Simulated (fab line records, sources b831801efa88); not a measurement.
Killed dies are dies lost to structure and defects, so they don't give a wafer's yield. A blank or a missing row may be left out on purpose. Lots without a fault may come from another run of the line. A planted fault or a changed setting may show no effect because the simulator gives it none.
Problem report in the 8D (eight disciplines) form, filled by code | flow gf180mcu | the parts of the form that need people (team, actions taken, sign-off) are left out

1. THE PROBLEM
STI_OXIDATION_02_THK at GF_STI_THK_MEAS_30 reads a mean of 3.18 nm on 6 wafers of 2 lots; wafers without a fault read 10.12 nm with a standard deviation of 0.18. That is -39 standard deviations from the usual mean.
First seen on wafer L117.1, day 3 14:55, on film_metro-03. The record holds 33 wafers of 11 lots with a number at this step. Rule for "out", or "out of limits": more than 4 standard deviations from the usual mean. The other wafers with a number count as sound.

2. WHAT IT IS AND WHAT IT IS NOT
question                    | is                           | is not
which readings at this step | STI_OXIDATION_02_THK         | -
which lots                  | L117, L120                   | L112, L113, L114, L115, L116, L122, L125, L133, L134
which wafers of those lots  | all that have a number       | -
read on which gauges        | film_metro-01, film_metro-03 | film_metro-04
when                        | from day 3 14:55             | up to then (15 sound wafers); but 12 sound wafers of L122, L125, L133, L134 came after

3. SUSPECTS, AND WHAT RULES EACH OUT
Counting: a tool at a process step up to the reading stays a suspect if it ran every lot that is out and no sound lot after the first of them.
- the gauge at GF_STI_THK_MEAS_30: ruled out. The wafers that are out were read on 2 gauges (film_metro-01, film_metro-03).
- furnace-02 at GF_STI_OXIDATION_29 (stabilise 600 s, purge 300 s, target thk 10 nm): ruled out as a lasting fault. Sound lots L134 ran on it after its first lot that is out, L117 (day 3 13:31).
Left after counting: nothing in the record.

4. THE CAUSE (what the simulator had put in)
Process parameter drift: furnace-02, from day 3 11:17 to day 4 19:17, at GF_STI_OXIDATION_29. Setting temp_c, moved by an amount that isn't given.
Counting ruled it out, wrongly: the rule takes a fault to strike every lot that its tool runs from its start on, and this one did not.

5. THE CHAIN OF EFFECTS, in route order
Each row: a reading whose mean over the struck wafers that have a number lies more than 3 standard deviations from the usual. Only readings for which the record gives a usual standard deviation are gone through. hours: the time from each lot's start at the first step in this table that gives one to its start at this step, as a median over the lots. sigmas: the change in usual standard deviations.
hours | step                | reading                | usual    | on struck wafers | change | sigmas
0     | GF_STI_OXIDATION_29 | spike_tc_bottom_C      | 915.9 C  | 822.8            | -93.1  | -40
0     | GF_STI_OXIDATION_29 | spike_tc_centre_C      | 901.4 C  | 807.0            | -94.4  | -86
0     | GF_STI_OXIDATION_29 | spike_tc_lower_C       | 898.9 C  | 803.7            | -95.2  | -68
0     | GF_STI_OXIDATION_29 | spike_tc_top_C         | 914 C    | 824              | -90    | -21
0     | GF_STI_OXIDATION_29 | spike_tc_upper_C       | 900.6 C  | 805.5            | -95.1  | -59
0     | GF_STI_OXIDATION_29 | tube_center_temp_C     | 900 C    | 804              | -96    | -99 or more
0     | GF_STI_OXIDATION_29 | tube_center_temp_C_max | 902.3    | 806.6            | -95.7  | -99 or more
0     | GF_STI_OXIDATION_29 | zone_power_centre_pct  | 20.2 %   | 16.4             | -3.8   | -8.6
0     | GF_STI_OXIDATION_29 | zone_power_lower_pct   | 16.9 %   | 12.2             | -4.7   | -3.1
0     | GF_STI_OXIDATION_29 | zone_power_upper_pct   | 19.0 %   | 15.3             | -3.7   | -8.2
1     | GF_STI_THK_MEAS_30  | STI_OXIDATION_02_THK   | 10.12 nm | 3.18             | -6.94  | -39
The process steps in it:
- GF_STI_OXIDATION_29: stabilise 600 s, purge 300 s, target thk 10 nm.

6. WHAT WOULD HAVE CAUGHT IT SOONER
In this record the first reading out of limits at a measuring or inspecting step was taken at day 3 14:55, 4 hours after the fault began at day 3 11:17.
The tool's own readings at GF_STI_OXIDATION_29 were out on every struck wafer that the step has a row for (spike_tc_bottom_C, spike_tc_centre_C, spike_tc_lower_C, spike_tc_top_C, spike_tc_upper_C, tube_center_temp_C, tube_center_temp_C_max, zone_power_centre_pct, zone_power_upper_pct): an alarm limit on them would have fired on the first of those.
